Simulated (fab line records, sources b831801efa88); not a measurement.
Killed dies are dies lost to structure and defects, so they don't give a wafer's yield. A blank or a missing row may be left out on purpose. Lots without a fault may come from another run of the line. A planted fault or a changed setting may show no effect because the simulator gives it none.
A struck lot beside a sound one | flow sky130 | 15 steps out of a route of 708
Sound: wafers L261.1, L261.2, L261.3. Struck: wafers L271.1, L271.3, L271.5. The cause comes at the end.
At each step with rows: each side's tool, then ch and its chambers, then its first start. Under that, the readings that differ: sound wafers | struck wafers | difference of the means | sigmas: that difference in standard deviations of wafers without a fault.
alike: readings whose means differ by less than 2 such deviations, and words and numbers that are the same on both sides. not compared: withheld readings, readings that some wafer has no value for, bounds like >300 that may hide the same value, and numbers for which the record gives no deviation and whose values overlap.
The two part at a step that has a row with sigmas, a row that says differs or no value, or rows on one side only. Numbers that don't overlap but have no deviation are shown without sigmas and don't part them. A reading that every wafer of one side lacks parts them only if that side has two wafers or more.

SKY_VIA1_CMP_24: polishes, stops on SiO2, t overpolish 15 s, target thk 0 nm.
  sound on cmp-02 ch 0,1,2, day 34 21:41; struck on cmp-02 ch 1,2, day 38 04:18
  alike: motor_current_A, overpolish_run_s, slurry_flow_ml_min, time_to_endpoint_s
SKY_METAL2_SPUTTER_00: material Ti, target thk 15 nm, time 10 s.
  sound on pvd_sputter-01, day 34 21:59; struck on pvd_sputter-01, day 38 04:33
  alike: throttle_valve_pct
SKY_METAL2_SPUTTER_01: material TiN, target thk 20 nm, time 16.7 s.
  sound on pvd_sputter-01, day 34 22:01; struck on pvd_sputter-01, day 38 04:34
  alike: throttle_valve_pct
SKY_METAL2_SPUTTER_02: material AlCu, target thk 250 nm, time 13.3 s.
  sound on pvd_sputter-01, day 34 22:02; struck on pvd_sputter-01, day 38 04:36
  alike: throttle_valve_pct
then, 1 step without rows for these wafers: SKY_METAL2_SPUTTER_03 (material Ti, target thk 5 nm, time 3.3 s).
SKY_METAL2_SPUTTER_04: material TiN, target thk 70 nm, time 58.3 s.
  sound on pvd_sputter-01, day 34 22:05; struck on pvd_sputter-01, day 38 04:38
  alike: throttle_valve_pct
SKY_METAL2_RS_MEAS_05: measures by four-point-probe.
  sound on film_metro-01, day 34 22:08; struck on film_metro-03, day 38 04:41
  alike: METAL2_ALCU_RS
SKY_METAL2_THK_MEAS_06: measures by xrf.
  sound on film_metro-01, day 34 22:15; struck on film_metro-03, day 38 04:49
  alike: METAL2_ALCU_THK
then, 4 steps without rows for these wafers: SKY_METAL2_DEHYDRATE_07 (time 60 s); SKY_METAL2_HMDS_08 (prime time 60 s); SKY_METAL2_COAT_09 (resist thk 60 nm); SKY_METAL2_COAT_10 (resist thk 450 nm).
SKY_METAL2_SOFTBAKE_11: time 90 s.
  sound on litho_track-01 ch 0, day 35 11:00; struck on litho_track-02 ch 0, day 38 17:00
  reading                  | sound             | struck            | difference | sigmas
  heater_power_total_W (W) | 57.56 57.14 57.25 | 56.56 56.83 56.74 | -0.61      | -5
  plate_temp_C (C)         | 99.95 99.95 99.84 | 99.25 99.20 99.18 | -0.70      | -5
  alike: exhaust_pa
then, 1 step without rows for these wafers: SKY_METAL2_EXPOSE_12 (exposes mask MM2, target cd 140 nm).
-- the record jumps here: 10 days lie between the struck wafers' starts before and after (it left off in module METAL2 and takes up again in module PAD_OPEN, whose first step shown is number 708 of the route) --
SKY_PAD_OPEN_PROBE_99:
  sound on prober-02, day 46 10:44; struck on prober-02, day 49 01:53
  alike: defect_limited_yield, killed_at_M0_to_M3, killed_at_M4_up, killed_at_contacts, killed_at_front_end, killed_at_other, killed_dies, killed_open, killed_short, sort_bin_3_pad_short, sort_bin_5_function, sort_bin_6_memory, sort_n_pass, sort_yield_pct

WHERE THEY PART
Only at SKY_METAL2_SOFTBAKE_11, within this record. Later steps at which nothing parts them and some readings are alike: SKY_PAD_OPEN_PROBE_99.

WHY: what the simulator had put in
Process parameter drift: litho_track-02, from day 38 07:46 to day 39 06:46, at SKY_METAL2_SOFTBAKE_11. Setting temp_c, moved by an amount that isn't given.
